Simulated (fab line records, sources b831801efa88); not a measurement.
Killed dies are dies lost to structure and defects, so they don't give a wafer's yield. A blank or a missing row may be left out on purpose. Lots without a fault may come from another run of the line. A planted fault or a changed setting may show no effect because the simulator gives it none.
One fault seen from 2 desks | flow gf180mcu | each desk has only its own numbers; what lay behind them comes last

THE METROLOGY DESK
What the gauges read, lot by lot, whatever tool the lot ran on: means of the sampled wafers that have a number. A lot is out of limits, marked OUT, if its mean lies more than 4 standard deviations from the usual mean; the brackets give that distance. Of its 12 readings 7 are shown: those that lie furthest out on some lot.
Columns: A = HV_LDD_03_OVL at GF_HV_LDD_OVL_MEAS_47, usual -0.9 nm; B = HV_LDD_4_TW at GF_HV_LDD_TW_MEAS_50, usual 568; C = HV_LDD_CVD_54_THK at GF_HV_LDD_THK_MEAS_55, usual 9.98 nm; D = HV_LDD_CVD_56_THK at GF_HV_LDD_THK_MEAS_57, usual 89.8 nm; E = NSD_OVL at GF_NSD_OVL_MEAS_08, usual 0.1 nm; F = cd_nm at GF_PSD_CD_MEAS_07, usual 400.2 nm; G = PSD_TW at GF_PSD_TW_MEAS_11, usual 3148
lot  | first seen here | A    | B   | C     | D    | E    | F     | G
L513 | day 12 16:04    | -0.5 | 562 | 10.07 | 90.2 | 2.4  | 401.4 | 3144
L515 | day 13 16:32    | 1.4  | 565 | 9.79  | 90.9 | -2.7 | 397.0 | 3200
L525 | day 16 06:37    | -0.4 | 575 | 9.75  | 88.4 | 0.2  | 398.4 | 3122
L529 | day 17 14:11    | 0.1  | 568 | 9.92  | 90.6 | 0.6  | 397.7 | 3131
L535 | day 19 18:17    | 1.3  | 573 | 10.15 | 89.5 | -1.6 | 402.2 | 3201
This desk's finding: nothing out of limits on any of the 5 lots.

THE TOOL OWNER'S DESK: rie_diel-03
The tool's own readings at GF_HV_LDD_ETCHBACK_58 (etches Si3N4 in CH3F/O2, stops on SiO2, time 100 s, target depth 90 nm): means of the sampled wafers that have a number, for each lot that ran on this tool. A lot is out of limits, marked OUT, if its mean lies more than 4 standard deviations from the usual mean; the brackets give that distance.
Columns: A = drypump_motor_current_A at GF_HV_LDD_ETCHBACK_58, usual 5.7 A; B = oes_product_au at GF_HV_LDD_ETCHBACK_58, usual 0.841 a.u.; C = throttle_valve_pct at GF_HV_LDD_ETCHBACK_58, usual 10.561 %
lot  | first seen here | A   | B     | C
L513 | day 12 19:38    | 5.7 | 0.840 | 10.570
L525 | day 16 09:52    | 5.6 | 0.833 | 10.562
This desk's finding: nothing out of limits on any of the 2 lots.

PUT TOGETHER
The metrology desk saw nothing out of limits.
The tool owner's desk saw nothing out of limits.

WHAT THE SIMULATOR HAD PUT IN
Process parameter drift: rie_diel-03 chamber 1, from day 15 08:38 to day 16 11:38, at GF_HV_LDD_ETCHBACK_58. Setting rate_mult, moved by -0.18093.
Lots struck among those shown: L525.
